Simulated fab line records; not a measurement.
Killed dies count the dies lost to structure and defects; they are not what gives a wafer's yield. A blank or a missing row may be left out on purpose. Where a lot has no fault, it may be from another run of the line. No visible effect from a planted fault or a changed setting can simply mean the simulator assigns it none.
Which tool was responsible? + flow sky130 + Sampling: 12 lots, 36 wafers, 4 of 708 route steps

== WHAT THE GAUGES SHOWED, per wafer ==
SKY_POLY_GATE_THK_MEAS_04.
| lot  | measured     | on            | POLY_GATE_CVD_03_THK (nm) |
|------|--------------|---------------|---------------------------|
| L875 | day 15 05:23 | film_metro-01 | 76.3 76.1 76.2            |
| L877 | day 16 01:12 | film_metro-04 | 75.2 74.9 75.7            |
| L878 | day 17 03:49 | film_metro-04 | 74.3 75.3 74.9            |
| L880 | day 17 12:19 | film_metro-02 | 74.5 74.7 74.5            |
| L881 | day 17 17:03 | film_metro-01 | 75.3 75.0 75.4            |
| L882 | day 17 23:35 | film_metro-02 | 75.9 75.8 75.9            |
| L883 | day 18 15:51 | film_metro-04 | 75.4 75.3 75.8            |
| L886 | day 19 11:40 | film_metro-02 | 75.8 75.6 75.8            |
| L891 | day 21 06:13 | film_metro-01 | 74.6 74.7 74.3            |
| L892 | day 21 10:44 | film_metro-01 | 76.0 76.1 75.6            |
| L894 | day 22 06:25 | film_metro-04 | 74.6 74.9 73.8            |
| L896 | day 23 12:41 | film_metro-01 | 75.4 75.1 75.3            |

SKY_LDD_LDN_TW_MEAS_13.
| lot  | measured     | on            | LDD_LDN_TW     |
|------|--------------|---------------|----------------|
| L875 | day 22 20:37 | film_metro-01 | 1516 1512 1517 |
| L877 | day 23 17:19 | film_metro-03 | 1485 1477 1481 |
| L878 | day 24 23:02 | film_metro-04 | 1460 1465 1460 |
| L880 | day 25 07:16 | film_metro-01 | 1506 1508 1508 |
| L881 | day 25 13:34 | film_metro-03 | 1593 1585 1588 |
| L882 | day 25 17:31 | film_metro-04 | 1472 1460 1466 |
| L883 | day 26 08:53 | film_metro-03 | 1579 1576 1572 |
| L886 | day 27 06:12 | film_metro-03 | 1479 1472 1467 |
| L891 | day 28 19:31 | film_metro-04 | 1588 1580 1583 |
| L892 | day 28 21:58 | film_metro-01 | 1506 1510 1504 |
| L894 | day 29 15:25 | film_metro-04 | 1468 1470 1477 |
| L896 | day 30 19:47 | film_metro-01 | 1506 1507 1505 |

SKY_SD_P_CD_MEAS_07: the cd target is 380 nm.
| lot  | measured     | on        | cd_nm (nm)        |
|------|--------------|-----------|-------------------|
| L875 | day 25 10:05 | cd_sem-02 | 383.8 383.4 382.7 |
| L877 | day 26 05:32 | cd_sem-01 | 379.2 381.7 382.3 |
| L878 | day 27 11:38 | cd_sem-01 | 379.8 381.7 379.1 |
| L880 | day 27 19:00 | cd_sem-01 | 386.5 382.9 383.2 |
| L881 | day 28 00:43 | cd_sem-01 | 382.0 381.1 382.2 |
| L882 | day 28 05:31 | cd_sem-02 | 379.9 379.4 381.3 |
| L883 | day 28 18:11 | cd_sem-01 | 379.8 381.4 380.0 |
| L886 | day 29 17:29 | cd_sem-02 | 377.9 376.6 378.8 |
| L891 | day 31 03:33 | cd_sem-02 | 378.4 376.9 377.7 |
| L892 | day 31 06:38 | cd_sem-01 | 376.5 376.7 376.4 |
| L894 | day 31 22:38 | cd_sem-01 | 381.7 379.5 379.5 |
| L896 | day 33 06:14 | cd_sem-01 | 375.9 378.8 377.0 |

== WHICH TOOL RAN EACH LOT (tool, then ch and the chambers of the sampled wafers, then the start) ==
| lot  | SKY_LDD_LDN_IMPLANT_11          |
|------|---------------------------------|
| L875 | implanter-03 ch 0, day 22 20:22 |
| L877 | implanter-03 ch 0, day 23 17:04 |
| L878 | implanter-03 ch 0, day 24 22:47 |
| L880 | implanter-02 ch 0, day 25 07:01 |
| L881 | implanter-03 ch 0, day 25 12:54 |
| L882 | implanter-01 ch 0, day 25 17:16 |
| L883 | implanter-03 ch 0, day 26 08:19 |
| L886 | implanter-02 ch 0, day 27 05:57 |
| L891 | implanter-03 ch 0, day 28 18:58 |
| L892 | implanter-01 ch 0, day 28 21:45 |
| L894 | implanter-02 ch 0, day 29 15:10 |
| L896 | implanter-01 ch 0, day 30 19:33 |
- SKY_LDD_LDN_IMPLANT_11

== WHAT THE TOOLS THEMSELVES READ (means of the sampled wafers that have a number; where no wafer has one, the mark that the record gives instead) ==
SKY_LDD_LDN_IMPLANT_11.
| lot  | tool         | beam_on_s (s) | faraday_current_uA |
|------|--------------|---------------|--------------------|
| L875 | implanter-03 | 10.04         | 70.2               |
| L877 | implanter-03 | 9.91          | 70.8               |
| L878 | implanter-03 | 10.14         | 69.3               |
| L880 | implanter-02 | 9.84          | 71.8               |
| L881 | implanter-03 | 9.88          | 71.2               |
| L882 | implanter-01 | 10.14         | 69.7               |
| L883 | implanter-03 | 9.90          | 71.3               |
| L886 | implanter-02 | 10.26         | 68.7               |
| L891 | implanter-03 | 10.03         | 70.4               |
| L892 | implanter-01 | 9.77          | 72.2               |
| L894 | implanter-02 | 10.04         | 70.3               |
| L896 | implanter-01 | 10.02         | 70.5               |

== THE ANSWER, worked out from the rows above alone ==
Rule: the usual values come from the lots themselves. The widest of any qualifying gaps counts: lots, ordered by their means at a reading, are off when they make up no more than a third of the lots, leave a main group of 4 or more, and stand apart from it by 3 or more times the standard deviation of that group's means. A main group whose means are all the same, to the digits that the tables above print for the reading, isn't used. Also off: a lot with no number at a reading for which 4 or more lots have one. All remaining lots with rows at the step are treated as sound. The gauges are gone through in route order, then the tools' own readings, and for those a lot's mean is taken as printed above. At the first step where some lot is off, the reading lying furthest off is the one used; lots without a number count as furthest.
Off: L881, L883, L891, seen at SKY_LDD_LDN_TW_MEAS_13 (LDD_LDN_TW). Mean 1488 and standard deviation 20 in the main group.
A tool fits if, at a process step before that reading, it ran every lot that is off, and no sound lot after the first of them. Those tools and the gauges at SKY_LDD_LDN_TW_MEAS_13 are tried in the same way. One fits: SKY_LDD_LDN_IMPLANT_11 on implanter-03. A fault onset in the window from L878 (day 24 22:47, its last sound lot) to L881 (day 25 12:54, its first lot off) fits.

== WHAT HAD BEEN PUT IN BY THE SIMULATOR ==
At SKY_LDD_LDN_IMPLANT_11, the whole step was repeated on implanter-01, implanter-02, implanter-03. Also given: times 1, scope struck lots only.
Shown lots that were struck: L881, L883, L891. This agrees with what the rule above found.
